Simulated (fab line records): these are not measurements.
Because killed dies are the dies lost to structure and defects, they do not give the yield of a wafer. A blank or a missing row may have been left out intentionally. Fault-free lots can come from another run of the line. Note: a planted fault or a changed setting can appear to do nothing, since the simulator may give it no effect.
A lot that was struck, set against a sound lot | flow sky130 | 16 steps out of a route of 708
Sound: the wafers L982.1, L982.3, L982.4. Struck: wafers L986.1, L986.4, L986.6. The cause is named last.
Per side, at each step with rows, come the tool, then ch with its chambers, and then its first start. Under that, the readings that differ: sound wafers | struck wafers | difference of the means | sigmas: that difference in standard deviations of wafers without a fault.
alike: words and numbers the same on both sides, and readings whose means are apart by under 2 such deviations; not compared: readings that were withheld, readings missing a value for some wafer, numbers with overlapping values and no deviation given by the record, and bounds like >300 which may hide the same value.
The two part at a step that has a row with sigmas, a row that says differs or no value, or rows on one side only. Numbers that don't overlap but have no deviation are shown without sigmas and don't part them. A reading that every wafer of one side lacks parts them only if that side has two wafers or more.

SKY_VT_ADJUST_LVTN_OVL_MEAS_07:
  struck on overlay-01, day 9 08:59; sound on overlay-02, day 8 00:41
  alike: VT_ADJUST_LVTN_OVL
then, 1 step without rows for these wafers: SKY_VT_ADJUST_LVTN_IMPLANT_08.
SKY_VT_ADJUST_LVTN_STRIP_09: strips in O2/N2.
  sound on plasmaAsher-03 ch 0,1, day 8 00:53; struck on plasmaAsher-03 ch 0,1, day 9 09:11
  alike: drypumpMotorCurrentA, n2FlowSccm, oesProductAu, stripTimeToEndpointS
  not compared: rfHoursCounterH
SKY_VT_ADJUST_LVTN_TW_MEAS_10:
  struck on filmMetro-03, day 9 09:17; sound on filmMetro-02, day 8 00:59
  alike: VT_ADJUST_LVTN_TW
then, 7 steps without rows for these wafers: SKY_VT_ADJUST_LVTN_DEHYDRATE_11 (time 60 s); SKY_VT_ADJUST_LVTN_HMDS_12 (prime time 60 s); SKY_VT_ADJUST_LVTN_COAT_13 (resist thk 1140 nm); SKY_VT_ADJUST_LVTN_SOFTBAKE_14 (time 60 s); SKY_VT_ADJUST_LVTN_EXPOSE_15 (exposes mask HVN STD DERIVED, target cd 600 nm); SKY_VT_ADJUST_LVTN_PEB_16; SKY_VT_ADJUST_LVTN_DEVELOP_17 (develop time 60 s).
SKY_VT_ADJUST_LVTN_OVL_MEAS_18:
  struck on overlay-01, day 10 08:11; sound on overlay-02, day 8 22:17
  alike: VT_ADJUST_LVTN_01_OVL
SKY_VT_ADJUST_LVTN_IMPLANT_19:
  sound on implanter-03 ch 0, day 8 22:20; struck on implanter-01 ch 0, day 10 08:14
reading          | sound                         | struck                        | difference | sigmas
doseIonsCm2      | 6.498e+11 6.494e+11 6.507e+11 | 3.988e+11 3.989e+11 3.989e+11 | -2.511e+11 | -99 or more
faradayCurrentUA | 3.65 3.79 3.69                | 2.32 2.23 2.23                | -1.45      | -19
SKY_VT_ADJUST_LVTN_STRIP_20: strips in O2/N2.
  sound on plasmaAsher-01 ch 0,1, day 8 22:29; struck on plasmaAsher-01 ch 1, day 10 08:23
  alike: drypumpMotorCurrentA, n2FlowSccm, oesProductAu, stripTimeToEndpointS
  not compared: rfHoursCounterH
SKY_VT_ADJUST_LVTN_TW_MEAS_21:
  struck on filmMetro-02, day 10 08:43; sound on filmMetro-03, day 8 22:35
reading             | sound             | struck            | difference | sigmas
VT_ADJUST_LVTN_2_TW | 186.4 186.7 187.4 | 166.4 165.8 165.1 | -21.1      | -15
  not compared: hold
-- the record jumps here: 38 days lie between the struck wafers' starts before and after (it left off in module VT_ADJUST_LVTN and takes up again in module PAD_OPEN, whose first step shown is number 708 of the route) --
SKY_PAD_OPEN_PROBE_99:
  struck on prober-01, day 48 13:17; sound on prober-02, day 47 05:20
reading                                 | sound                | struck               | difference | sigmas
model.etest.resPwellUnderGate.rsOhmSq   | 2277 2283 2282       | 2358 2332 2350       | +66        | 
model.etest.tip_n_5v.rsOhmSq            | 1402 1413 1418       | 1369 1359 1359       | -49        | 
model.etest.nfetG5v0d10v5.bodyRiseV (V) | 0.6609 0.662 0.6571  | 0.6293 0.6264 0.6157 | -0.0362    | 
model.etest.nfet_16v.bodyRiseV (V)      | 0.6572 0.6574 0.6547 | 0.6239 0.6197 0.6119 | -0.0379    | 
model.etest.nfetG5v0d10v5.vtSatV (V)    | 0.7674 0.7601 0.7618 | 0.719 0.7188 0.7191  | -0.044     | 
model.etest.nfetG5v0d10v5.vtV (V)       | 0.8244 0.8149 0.8178 | 0.7836 0.7827 0.7848 | -0.0353    | 
model.etest.nfet_16v.vtV (V)            | 0.7634 0.7552 0.7608 | 0.7356 0.736 0.7271  | -0.0269    | 
model.etest.nfetG5v0d10v5.vtLongV (V)   | 0.8075 0.7986 0.8039 | 0.7772 0.7769 0.7738 | -0.0274    | 
  alike: killed_at_M0_to_M3, killed_at_M4_up, killedAtContacts, killedAtFrontEnd, killedAtOther, killedDies, killedOpen, killedShort

WHERE THEY PART
At SKY_VT_ADJUST_LVTN_IMPLANT_19 first; at SKY_VT_ADJUST_LVTN_TW_MEAS_21 last (within this record only). Later steps at which nothing parts them and some readings are alike: SKY_PAD_OPEN_PROBE_99.

WHY: whatever the simulator had introduced
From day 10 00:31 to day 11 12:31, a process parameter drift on implanter-01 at SKY_VT_ADJUST_LVTN_IMPLANT_19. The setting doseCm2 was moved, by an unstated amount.
